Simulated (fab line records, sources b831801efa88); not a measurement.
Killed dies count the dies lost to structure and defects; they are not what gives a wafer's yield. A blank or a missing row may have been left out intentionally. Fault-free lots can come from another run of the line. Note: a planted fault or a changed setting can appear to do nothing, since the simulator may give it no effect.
Struck lot and sound lot, side by side + flow gf180mcu + 30 steps out of a route of 602
Sound: wafers L388.2, L388.4, L388.6. The struck wafers were L396.1, L396.4, L396.6. The cause comes at the end.
Order at every step that has rows: each side's tool, ch and its chambers, its first start. Under that, the readings that differ: sound wafers + struck wafers + difference of the means + sigmas: that difference in standard deviations of wafers without a fault.
alike: readings with means less than 2 such deviations apart, plus words and numbers identical on both sides. not compared: withheld readings, readings lacking a value on some wafer, bounds such as >300 that could conceal the same value, and numbers that have no deviation in the record and whose values overlap.
The two part at a step that has a row with sigmas, a row that says differs or no value, or rows on one side only. Numbers that don't overlap but have no deviation are shown without sigmas and don't part them. Lack of a reading on every wafer of one side parts them only where that side has two or more wafers.

GF_HV_LDD_THK_MEAS_57:
  struck on filmMetro-02, day 16 06:35; sound on filmMetro-04, day 13 10:43
  alike: HV_LDD_CVD_56_THK
GF_HV_LDD_ETCHBACK_58: etches Si3N4 in CH3F/O2, stops on SiO2, time 100 s, target depth 90 nm.
  sound on rieDiel-04 ch 2,3, day 13 10:46; struck on rieDiel-04 ch 0,1, day 16 06:39
  alike: biasW, ch3fFlowSccm, drypumpMotorCurrentA, oesProductAu, throttleValvePct
  not compared: rfHoursCounterH
then, 7 steps without rows for these wafers: GF_NSD_DEHYDRATE_00 (time 60 s); GF_NSD_HMDS_01 (prime time 60 s); GF_NSD_COAT_02 (resist thk 1000 nm); GF_NSD_SOFTBAKE_03 (time 60 s); GF_NSD_EXPOSE_04 (exposes mask Nplus, target cd 400 nm); GF_NSD_PEB_05; GF_NSD_DEVELOP_06 (develop time 60 s).
GF_NSD_CD_MEAS_07: target cd 400 nm.
  struck on cdSem-01, day 17 05:04; sound on cdSem-01, day 14 07:17
  alike: cdNm
GF_NSD_OVL_MEAS_08:
  struck on overlay-02, day 17 05:11; sound on overlay-01, day 14 07:23
  alike: NSD_OVL
following that, these wafers have no rows for 1 step: GF_NSD_IMPLANT_09.
GF_NSD_IMPLANT_10:
  struck on implanter-01, day 17 05:22; sound on implanter-01 ch 0, day 14 07:35
  no value came back on the struck wafers for beamEnergyKeV, beamOnS (s), doseIonsCm2; on the sound wafers beamEnergyKeV reads 39.992 39.979 39.980
GF_NSD_STRIP_11: strips in O2/N2.
  sound on plasmaAsher-01 ch 0,1, day 14 07:43; struck on plasmaAsher-02 ch 0, day 17 05:31
| reading                  | sound             | struck            | difference | sigmas |
|--------------------------|-------------------|-------------------|------------|--------|
| stripTimeToEndpointS (s) | 23.00 22.95 22.97 | 22.40 22.43 22.43 | -0.55      | -16    |
  alike: drypumpMotorCurrentA, heaterPowerW, oesProductAu
  not compared: rfHoursCounterH
GF_NSD_TW_MEAS_12:
  struck on filmMetro-02, day 17 05:37; sound on filmMetro-02, day 14 07:49
  alike: NSD_TW
then, 7 steps without rows for these wafers: GF_PSD_DEHYDRATE_00 (time 60 s); GF_PSD_HMDS_01 (prime time 60 s); GF_PSD_COAT_02 (resist thk 1000 nm); GF_PSD_SOFTBAKE_03 (time 60 s); GF_PSD_EXPOSE_04 (exposes mask Pplus, target cd 400 nm); GF_PSD_PEB_05; GF_PSD_DEVELOP_06 (develop time 60 s).
GF_PSD_CD_MEAS_07: target cd 400 nm.
  struck on cdSem-02, day 18 04:58; sound on cdSem-01, day 15 05:05
  alike: cdNm
GF_PSD_OVL_MEAS_08:
  struck on overlay-01, day 18 05:05; sound on overlay-02, day 15 05:12
  alike: PSD_OVL
following that, these wafers have no rows for 1 step: GF_PSD_IMPLANT_09.
GF_PSD_STRIP_10: strips in O2/N2.
  sound on plasmaAsher-04 ch 0, day 15 05:23; struck on plasmaAsher-03 ch 0,1, day 18 05:17
  alike: drypumpMotorCurrentA, heaterPowerW, oesProductAu, stripTimeToEndpointS
  not compared: rfHoursCounterH
GF_PSD_TW_MEAS_11:
  struck on filmMetro-04, day 18 05:23; sound on filmMetro-02, day 15 05:29
  alike: PSD_TW
then, 1 step without rows for these wafers: GF_PSD_CLEAN_12 (cleans in SC1/SC2, time 150 s).
GF_PSD_RTA_13: time 20 s.
  sound on rtpAnneal-02 ch 0, day 15 05:36; struck on rtpAnneal-01 ch 0, day 18 05:29
| reading          | sound                | struck               | difference | sigmas |
|------------------|----------------------|----------------------|------------|--------|
| lampPowerPct (%) | 35.5 35.5 35.5       | 30.8 30.9 30.9       | -4.6       | -2     |
| wafer_temp_C_max | 1030.8 1030.1 1030.8 | 1029.1 1028.1 1028.1 | -2.1       | -2     |
  alike: chamberO2Ppm
GF_PSD_RS_MEAS_14: uses a four-point probe to measure.
  struck on filmMetro-04, day 18 05:37; sound on filmMetro-04, day 15 05:41
| reading         | sound             | struck            | difference | sigmas |
|-----------------|-------------------|-------------------|------------|--------|
| NSD_RS (ohm/sq) | 46.09 46.00 45.96 | 52.99 52.94 53.13 | +7.00      | +64    |

## WHERE THEY PART
Earliest at GF_NSD_IMPLANT_10; latest, in this record, at GF_PSD_RS_MEAS_14.

WHY: the cause the simulator had injected
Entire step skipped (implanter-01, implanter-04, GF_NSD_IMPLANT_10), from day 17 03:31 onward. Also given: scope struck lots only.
